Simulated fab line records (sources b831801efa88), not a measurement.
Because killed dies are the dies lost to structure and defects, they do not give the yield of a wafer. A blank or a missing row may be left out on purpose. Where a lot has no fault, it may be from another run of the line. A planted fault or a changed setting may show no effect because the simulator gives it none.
fab line records ; flow sky130
record lots=12; wafers=36; last_day=50
route steps=708 shown VIA3@576 METAL4@600 CAP2M@604 METAL5@676 PAD_OPEN@708
lots that met no fault: from a run of the same line without faults
start_h: hours from the record's first day to the start of the lot's first wafer shown ; wait_h: how many hours have passed since the lot's step before this one ; " identical to the entry in the row above ; L1.1+2: a row that stands for several wafers ; - no value, or no start was given ; * or withheld: withheld ; < > ~ a bound
route shown NAME@n: a module of which the file shows steps, and the number in the route of the first ; usual: mean/standard deviation taken from wafers without a fault ; same: alike in all rows ; chamber/n: place in a boat ; sites: the reading at each site ; _std_site: standard deviation of those values ; _edge_site: the outer-site mean with the inner-site mean subtracted ; radius_mm: how far each site lies from the wafer's centre ; mask NAME#n: copy n ; behind: the tool/chamber that last shaped the wafer ; hold: why the lot was held/for how many hours/how that ended ; device: the transistor (n, p or np) that didn't switch ; end of line: tests of these same wafers at the route's end ; step lacking rows: just its recipe ; killed: at the first sort, the dies lost to defects and structure; wafer yield is something else ; map: the dies of a wafer, with x for killed, . for not killed, _ for no die there
set.NAME: the setting that was run; set.NAME@STEP: the one run at that earlier step ; model.NAME: the simulator's own value behind a step, which no gauge read
one table for each step of the route and one row for each wafer, over a sample of lots
services: the hour from which a tool's chamber was out of use, counted from the record's first day as start_h (under 0 if before that day), plus the number of hours and why
## steps
# step SKY_VIA3_BOW_MEAS_03
# recipe mode=bow
# usual VIA3_BOW=80/8
lot.wafer;tool;chamber;start_h;wait_h;VIA3_BOW[um]
L957.4;film_metro-03;-;913.34;0.2;73
L957.5;film_metro-03;-;913.34;0.2;71
L957.6;film_metro-03;-;913.34;0.2;88
L959.1;film_metro-03;-;930.53;0.2;68
L959.3;film_metro-03;-;930.53;0.2;80
L959.4;film_metro-03;-;930.53;0.2;79
L960.3;film_metro-03;-;940.46;0.1;84
L960.4;film_metro-03;-;940.46;0.1;85
L960.6;film_metro-03;-;940.46;0.1;93
L961.1;film_metro-02;-;946.17;0.2;88
L961.2;film_metro-02;-;946.17;0.2;84
L961.3;film_metro-02;-;946.17;0.2;81
L962.1;film_metro-02;-;951.82;0.1;78
L962.4;film_metro-02;-;951.82;0.1;70
L962.6;film_metro-02;-;951.82;0.1;76
L964.3;film_metro-04;-;976.48;0.1;91
L964.4;film_metro-04;-;976.48;0.1;101
L964.6;film_metro-04;-;976.48;0.1;87
L966.2;film_metro-03;-;979.23;0.2;77
L966.4;film_metro-03;-;979.23;0.2;75
L966.5;film_metro-03;-;979.23;0.2;80
L967.1;film_metro-02;-;982.49;0.2;70
L967.4;film_metro-02;-;982.49;0.2;74
L967.5;film_metro-02;-;982.49;0.2;62
L968.3;film_metro-02;-;1000.57;0.2;90
L968.4;film_metro-02;-;1000.57;0.2;87
L968.6;film_metro-02;-;1000.57;0.2;71
L969.3;film_metro-03;-;1004.08;0.2;82
L969.5;film_metro-03;-;1004.08;0.2;79
L969.6;film_metro-03;-;1004.08;0.2;76
L970.1;film_metro-02;-;1008.53;0.1;82
L970.2;film_metro-02;-;1008.53;0.1;80
L970.5;film_metro-02;-;1008.53;0.1;81
L975.1;film_metro-03;-;1044.27;0.2;85
L975.3;film_metro-03;-;1044.27;0.2;75
L975.5;film_metro-03;-;1044.27;0.2;81
# step SKY_METAL4_SPUTTER_02
# recipe material=AlCu; target_thk_nm=735; power_w=10600; time_s=39.1; chamber_pressure_pa=0.4
# usual throttle_valve_pct=30.0/0.88
lot.wafer;tool;chamber;start_h;wait_h;throttle_valve_pct
L957.4;pvd_sputter-01;-;940.21;0.0;30.0
L957.5;pvd_sputter-01;-;940.21;0.0;29.8
L957.6;pvd_sputter-01;-;940.21;0.0;29.9
L959.1;pvd_sputter-03;-;957.32;0.0;28.9
L959.3;pvd_sputter-03;-;957.32;0.0;31.3
L959.4;pvd_sputter-03;-;957.32;0.0;30.5
L960.3;pvd_sputter-01;-;967.30;0.0;30.9
L960.4;pvd_sputter-01;-;967.30;0.0;29.3
L960.6;pvd_sputter-01;-;967.30;0.0;29.6
L961.1;pvd_sputter-01;-;972.90;0.0;29.6
L961.2;pvd_sputter-01;-;972.90;0.0;31.0
L961.3;pvd_sputter-01;-;972.90;0.0;29.4
L962.1;pvd_sputter-03;-;977.70;0.0;28.8
L962.4;pvd_sputter-03;-;977.70;0.0;31.2
L962.6;pvd_sputter-03;-;977.70;0.0;30.8
L964.3;pvd_sputter-02;-;1003.38;0.0;30.4
L964.4;pvd_sputter-02;-;1003.38;0.0;31.6
L964.6;pvd_sputter-02;-;1003.38;0.0;29.6
L966.2;pvd_sputter-02;-;1006.12;0.0;29.9
L966.4;pvd_sputter-02;-;1006.12;0.0;28.1
L966.5;pvd_sputter-02;-;1006.12;0.0;30.2
L967.1;pvd_sputter-01;-;1008.95;0.0;31.0
L967.4;pvd_sputter-01;-;1008.95;0.0;29.9
L967.5;pvd_sputter-01;-;1008.95;0.0;29.8
L968.3;pvd_sputter-02;-;1025.86;0.0;31.5
L968.4;pvd_sputter-02;-;1025.86;0.0;29.8
L968.6;pvd_sputter-02;-;1025.86;0.0;30.2
L969.3;pvd_sputter-01;-;1029.33;0.0;30.0
L969.5;pvd_sputter-01;-;1029.33;0.0;29.6
L969.6;pvd_sputter-01;-;1029.33;0.0;31.0
L970.1;pvd_sputter-03;-;1033.30;0.0;30.5
L970.2;pvd_sputter-03;-;1033.30;0.0;30.8
L970.5;pvd_sputter-03;-;1033.30;0.0;28.7
L975.1;pvd_sputter-01;-;1067.89;0.0;29.6
L975.3;pvd_sputter-01;-;1067.89;0.0;30.9
L975.5;pvd_sputter-01;-;1067.89;0.0;29.9
# step SKY_CAP2M_THK_MEAS_01
# recipe reads=SiO2_of_CAP2M_CVD_00
# usual CAP2M_CVD_00_THK=15.47/0.19
lot.wafer;tool;chamber;start_h;wait_h;CAP2M_CVD_00_THK[nm]
L957.4;film_metro-01;-;940.37;-;15.64
L957.5;film_metro-01;-;940.37;-;15.74
L957.6;film_metro-01;-;940.37;-;15.45
L959.1;film_metro-01;-;957.45;-;15.53
L959.3;film_metro-01;-;957.45;-;15.58
L959.4;film_metro-01;-;957.45;-;15.31
L960.3;film_metro-01;-;967.45;-;15.14
L960.4;film_metro-01;-;967.45;-;15.59
L960.6;film_metro-01;-;967.45;-;15.61
L961.1;film_metro-01;-;973.03;-;15.53
L961.2;film_metro-01;-;973.03;-;15.41
L961.3;film_metro-01;-;973.03;-;15.32
L962.1;film_metro-01;-;977.83;-;15.07
L962.4;film_metro-01;-;977.83;-;15.41
L962.6;film_metro-01;-;977.83;-;15.51
L964.3;film_metro-01;-;1003.52;-;15.33
L964.4;film_metro-01;-;1003.52;-;15.51
L964.6;film_metro-01;-;1003.52;-;15.56
L966.2;film_metro-02;-;1006.26;-;15.54
L966.4;film_metro-02;-;1006.26;-;15.50
L966.5;film_metro-02;-;1006.26;-;15.55
L967.1;film_metro-02;-;1009.08;-;15.24
L967.4;film_metro-02;-;1009.08;-;15.46
L967.5;film_metro-02;-;1009.08;-;15.46
L968.3;film_metro-01;-;1026.02;-;15.56
L968.4;film_metro-01;-;1026.02;-;15.64
L968.6;film_metro-01;-;1026.02;-;15.62
L969.3;film_metro-01;-;1029.48;-;15.61
L969.5;film_metro-01;-;1029.48;-;15.39
L969.6;film_metro-01;-;1029.48;-;15.61
L970.1;film_metro-02;-;1033.43;-;15.56
L970.2;film_metro-02;-;1033.43;-;15.12
L970.5;film_metro-02;-;1033.43;-;15.73
L975.1;film_metro-01;-;1068.02;-;15.50
L975.3;film_metro-01;-;1068.02;-;15.46
L975.5;film_metro-01;-;1068.02;-;15.60
# step SKY_METAL5_METAL_ETCH_15
# recipe target_depth_a=12600; stop_on=SiO2; over_etch_frac=0.2; time_s=252; chemistry=Cl2/BCl3; resist_sidewall_deg=86; pressure_mtorr=10; icp_w=900; bias_w=48.5; Cl2_flow_sccm=60; bcl3_flow_sccm=30
# usual bias_w=48.52/0.17; drypump_motor_current_A=5.9/0.49; mfc_cl2_sccm=59.99/0.18; oes_product_au=0.894/0.0044; throttle_valve_pct=22.264/0.0088
lot.wafer;tool;chamber;start_h;wait_h;bias_w;drypump_motor_current_A;mfc_cl2_sccm;oes_product_au;rf_hours_counter_h;throttle_valve_pct
L957.4;rie_metal-02;0;1041.42;0.1;48.32;5.5;60.07;0.889;-;22.270
L957.5;rie_metal-02;0;1041.42;0.1;48.34;5.5;59.71;0.900;-;22.271
L957.6;rie_metal-02;1;1041.42;0.1;48.82;5.5;59.80;0.894;-;22.265
L959.1;rie_metal-02;0;1056.47;0.0;48.27;5.5;60.04;0.893;3;22.280
L959.3;rie_metal-02;0;1056.47;0.0;48.32;5.5;59.87;0.897;-;22.258
L959.4;rie_metal-02;1;1056.47;0.0;48.35;5.5;59.92;0.897;-;22.264
L960.3;rie_metal-04;0;1064.94;0.1;48.61;6.6;60.43;0.893;-;22.288
L960.4;rie_metal-04;1;1064.94;0.1;48.73;5.9;60.09;0.899;-;22.266
L960.6;rie_metal-04;0;1064.94;0.1;48.76;6.6;60.17;0.900;-;22.260
L961.1;rie_metal-04;0;1069.34;0.0;48.51;6.6;60.19;0.899;19;22.253
L961.2;rie_metal-04;1;1069.34;0.0;48.60;6.0;60.01;0.900;7;22.258
L961.3;rie_metal-04;1;1069.34;0.0;48.65;5.9;59.88;0.889;-;22.277
L962.1;rie_metal-04;1;1073.03;0.0;48.75;5.9;60.12;0.890;7;22.254
L962.4;rie_metal-04;0;1073.03;0.0;48.46;6.6;59.82;0.893;-;22.262
L962.6;rie_metal-04;0;1073.03;0.0;48.33;6.6;60.06;0.895;-;22.261
L964.3;rie_metal-01;1;1095.57;0.1;48.59;5.1;60.12;0.890;-;22.261
L964.4;rie_metal-01;0;1095.57;0.1;48.53;6.0;60.11;0.894;-;22.271
L964.6;rie_metal-01;0;1095.57;0.1;48.54;6.0;60.06;0.900;-;22.267
L966.2;rie_metal-02;0;1098.57;0.0;48.34;5.5;59.90;0.894;5;22.265
L966.4;rie_metal-02;0;1098.57;0.0;48.49;5.5;59.99;0.897;-;22.278
L966.5;rie_metal-02;1;1098.57;0.0;48.63;5.5;59.70;0.883;-;22.268
L967.1;rie_metal-04;1;1101.43;0.0;48.85;5.9;59.95;0.892;9;22.266
L967.4;rie_metal-04;1;1101.43;0.0;48.62;5.9;59.98;0.897;-;22.245
L967.5;rie_metal-04;0;1101.43;0.0;48.52;6.6;59.94;0.896;-;22.259
L968.3;rie_metal-04;1;1115.86;0.1;48.20;5.9;59.80;0.891;-;22.271
L968.4;rie_metal-04;0;1115.86;0.1;48.52;6.6;60.01;0.892;-;22.269
L968.6;rie_metal-04;0;1115.86;0.1;48.36;6.6;60.20;0.892;-;22.273
L969.3;rie_metal-04;0;1118.94;0.1;48.39;6.6;60.15;0.895;-;22.264
L969.5;rie_metal-04;0;1118.94;0.1;48.60;6.6;60.18;0.892;-;22.257
L969.6;rie_metal-04;1;1118.94;0.1;48.56;5.9;59.77;0.890;-;22.265
L970.1;rie_metal-04;0;1123.12;0.0;48.65;6.6;59.86;0.890;24;22.262
L970.2;rie_metal-04;1;1123.12;0.0;48.45;5.9;59.88;0.888;11;22.272
L970.5;rie_metal-04;1;1123.12;0.0;48.39;5.9;59.85;0.897;-;22.255
L975.1;rie_metal-04;1;1152.68;0.0;48.48;6.0;59.93;0.898;13;22.258
L975.3;rie_metal-04;0;1152.68;0.0;48.49;6.6;60.34;0.891;-;22.262
L975.5;rie_metal-04;0;1152.68;0.0;48.56;6.6;60.29;0.893;-;22.268
# step SKY_PAD_OPEN_PROBE_99
# usual defect_limited_yield=82.8/2; killed_at_M0_to_M3=43/6.4; killed_at_M4_up=3.1/2; killed_at_contacts=24/5.2; killed_at_front_end=15/4.3; killed_at_other=0.2/0.48; killed_dies=85/9.7; killed_open=47/6.9; killed_short=38/6.7; sort_bin_3_pad_short=0.9/0.48; sort_bin_5_function=10.3/1.6; sort_bin_6_memory=6.1/0.97; sort_n_pass=407/9.7; sort_yield_pct=82.8/2
# same gross_dies=492; killed_at_back_side=0; sort_bin_4_leakage[%]=0; sort_bin_8_speed[%]=0
lot.wafer;tool;chamber;start_h;wait_h;defect_limited_yield[%];killed_at_M0_to_M3;killed_at_M4_up;killed_at_contacts;killed_at_front_end;killed_at_other;killed_dies;killed_open;killed_short;sort_bin_3_pad_short[%];sort_bin_5_function[%];sort_bin_6_memory[%];sort_n_pass;sort_yield_pct[%]
L966.2;prober-01;-;1141.71;0.1;83.3;36;4;24;18;0;82;39;43;0.2;9.6;6.9;410;83.3
L966.4;prober-01;-;1141.81;0.2;85.4;40;3;17;12;0;72;38;34;1.8;8.1;4.7;420;85.4
L966.5;prober-01;-;1141.86;0.2;80.9;46;0;22;24;2;94;48;46;1.0;10.4;7.7;398;80.9
L969.3;prober-01;-;1161.09;0.2;82.7;31;3;30;21;0;85;44;41;0.8;10.8;5.7;407;82.7
L969.5;prober-01;-;1161.19;0.2;82.3;42;3;24;17;1;87;43;44;0.6;10.2;6.9;405;82.3
L969.6;prober-01;-;1161.24;0.2;71.1;48;56;18;20;0;142;43;44;4.9;17.9;6.1;350;71.1
L970.1;prober-02;-;1163.83;0.1;83.9;45;4;13;16;1;79;46;33;0.6;10.2;5.3;413;83.9
L970.2;prober-02;-;1163.88;0.1;73.2;43;58;21;10;0;132;42;32;4.3;15.9;6.7;360;73.2
L970.5;prober-02;-;1164.03;0.2;71.1;44;63;13;22;0;142;48;35;4.9;17.5;6.5;350;71.1
L975.1;prober-01;-;1190.10;0.1;71.3;43;62;14;21;1;141;40;41;4.1;19.1;5.5;351;71.3
L975.3;prober-01;-;1190.20;0.2;86.8;36;1;19;9;0;65;41;24;0.4;8.1;4.7;427;86.8
L975.5;prober-01;-;1190.30;0.2;82.1;55;2;21;10;0;88;62;26;0.8;10.4;6.7;404;82.1
# killed by level:class
L966.2 LI_CONTACT:geometric_particle:open=8 VIA3:geometric_particle:open=7 VIA1:geometric_particle:short=6 CONTACT:geometric_particle:open=6 VIA1:geometric_particle:open=6 FIELD_ISO:geometric_particle:short=5 LOCAL_INTERCONNECT:geometric_particle:short=5 CONTACT:geometric_particle:short=5
L966.4 VIA3:geometric_particle:open=8 CONTACT:geometric_particle:open=7 METAL1:geometric_particle:short=6 VIA1:geometric_particle:open=6 FIELD_ISO:geometric_particle:open=4 LI_CONTACT:geometric_particle:open=4 VIA1:geometric_particle:short=4 VIA2:geometric_particle:open=4
L966.5 VIA1:geometric_particle:open=14 FIELD_ISO:geometric_particle:short=9 CONTACT:geometric_particle:short=7 POLY_GATE:geometric_particle:open=6 METAL2:geometric_particle:short=6 CONTACT:geometric_particle:open=6 LI_CONTACT:geometric_particle:open=5 VIA2:geometric_particle:open=4
L969.3 CONTACT:geometric_particle:open=10 LI_CONTACT:geometric_particle:open=7 CONTACT:geometric_particle:short=7 VIA1:geometric_particle:open=6 POLY_GATE:geometric_particle:short=6 POLY_GATE:geometric_particle:open=5 LI_CONTACT:geometric_particle:short=4 VIA2:geometric_particle:open=4
L969.5 VIA1:geometric_particle:open=9 LI_CONTACT:geometric_particle:open=8 FIELD_ISO:geometric_particle:short=7 VIA2:geometric_particle:open=7 CONTACT:geometric_particle:open=6 CONTACT:geometric_particle:short=6 VIA1:geometric_particle:short=6 POLY_GATE:geometric_particle:open=5
L969.6 METAL5:unspecified=55 VIA1:geometric_particle:open=9 VIA1:geometric_particle:short=7 METAL2:geometric_particle:short=7 CONTACT:geometric_particle:open=6 FIELD_ISO:geometric_particle:open=5 VIA3:geometric_particle:open=5 CONTACT:geometric_particle:short=5
L970.1 VIA2:geometric_particle:open=10 VIA3:geometric_particle:open=7 METAL2:geometric_particle:short=6 FIELD_ISO:geometric_particle:short=5 POLY_GATE:geometric_particle:open=5 LI_CONTACT:geometric_particle:open=4 SPACER:geometric_particle:open=4 CONTACT:geometric_particle:open=4
L970.2 METAL5:unspecified=58 VIA1:geometric_particle:open=10 VIA2:geometric_particle:open=10 CONTACT:geometric_particle:open=8 METAL1:geometric_particle:short=6 LI_CONTACT:geometric_particle:short=4 LI_CONTACT:geometric_particle:open=4 METAL2:geometric_particle:short=4
L970.5 METAL5:unspecified=59 VIA2:geometric_particle:open=10 VIA3:geometric_particle:open=9 VIA1:geometric_particle:open=7 FIELD_ISO:geometric_particle:open=6 METAL1:geometric_particle:short=6 FIELD_ISO:geometric_particle:short=4 CONTACT:geometric_particle:short=4
L975.1 METAL5:unspecified=60 VIA1:geometric_particle:short=10 VIA1:geometric_particle:open=8 FIELD_ISO:geometric_particle:open=7 VIA2:geometric_particle:open=7 VIA3:geometric_particle:open=6 POLY_GATE:geometric_particle:short=5 CONTACT:geometric_particle:open=4
L975.3 VIA1:geometric_particle:open=16 CONTACT:geometric_particle:short=7 CONTACT:geometric_particle:open=6 VIA3:geometric_particle:open=6 LI_CONTACT:geometric_particle:open=4 VIA1:geometric_particle:short=4 METAL2:geometric_particle:short=4 FIELD_ISO:geometric_particle:open=3
L975.5 VIA1:geometric_particle:open=18 CONTACT:geometric_particle:open=12 VIA2:geometric_particle:open=10 VIA3:geometric_particle:open=8 VIA1:geometric_particle:short=7 METAL1:geometric_particle:short=5 LI_CONTACT:geometric_particle:open=4 FIELD_ISO:geometric_particle:open=3
## services
tool;chamber;start_h;hours;kind
rie_metal-04;1;932.40;-;clean
rie_metal-04;1;932.40;20.4;scheduled_down
rie_metal-04;1;932.40;20.4;vent_cycle
pvd_sputter-02;-;937.49;1.6;repair
rie_metal-02;-;997.21;1.5;repair
pvd_sputter-03;-;997.27;1.2;repair
pvd_sputter-01;-;1000.03;7.2;repair
pvd_sputter-02;1;1003.48;-;consumable_replace:kit
pvd_sputter-02;1;1003.48;18.0;scheduled_down
pvd_sputter-02;1;1003.48;18.0;vent_cycle
rie_metal-02;0;1005.76;-;clean
rie_metal-02;0;1005.76;14.4;scheduled_down
rie_metal-01;-;1012.74;2.8;pm
pvd_sputter-02;-;1043.53;17.0;repair
pvd_sputter-01;2;1048.27;-;consumable_replace:kit
pvd_sputter-01;2;1048.27;18.0;scheduled_down
pvd_sputter-01;2;1048.27;18.0;vent_cycle
pvd_sputter-02;-;1080.21;1.8;repair
rie_metal-01;-;1107.63;0.5;repair
pvd_sputter-02;-;1115.63;2.2;repair
pvd_sputter-01;1;1145.10;-;consumable_replace:kit
pvd_sputter-01;1;1145.10;18.0;scheduled_down
pvd_sputter-01;1;1145.10;18.0;vent_cycle
pvd_sputter-02;-;1147.49;2.5;repair
## key
first_sign step=SKY_PAD_OPEN_PROBE_99; reading=killed_at_M4_up; direction=up; sigmas=29; usual=3.1; struck=59.8
effect step=SKY_PAD_OPEN_PROBE_99; reading=sort_bin_3_pad_short; direction=up; sigmas=7.6; usual=0.9; struck=4.5
met_at SKY_METAL5_METAL_ETCH_15
struck_lots L969,L970,L975
struck_wafers L969.6,L970.2,L970.5,L975.1
not_acting_at SKY_VIA3_BOW_MEAS_03,SKY_METAL4_SPUTTER_02,SKY_CAP2M_THK_MEAS_01
onset_between 1115.86 1118.94
fault kind=chamber_particle_source; tool=rie_metal-04; chamber=1; onset_h=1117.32; steps=SKY_METAL5_METAL_ETCH_15; rate_per_visit_cm2=1.7429; end_h=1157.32
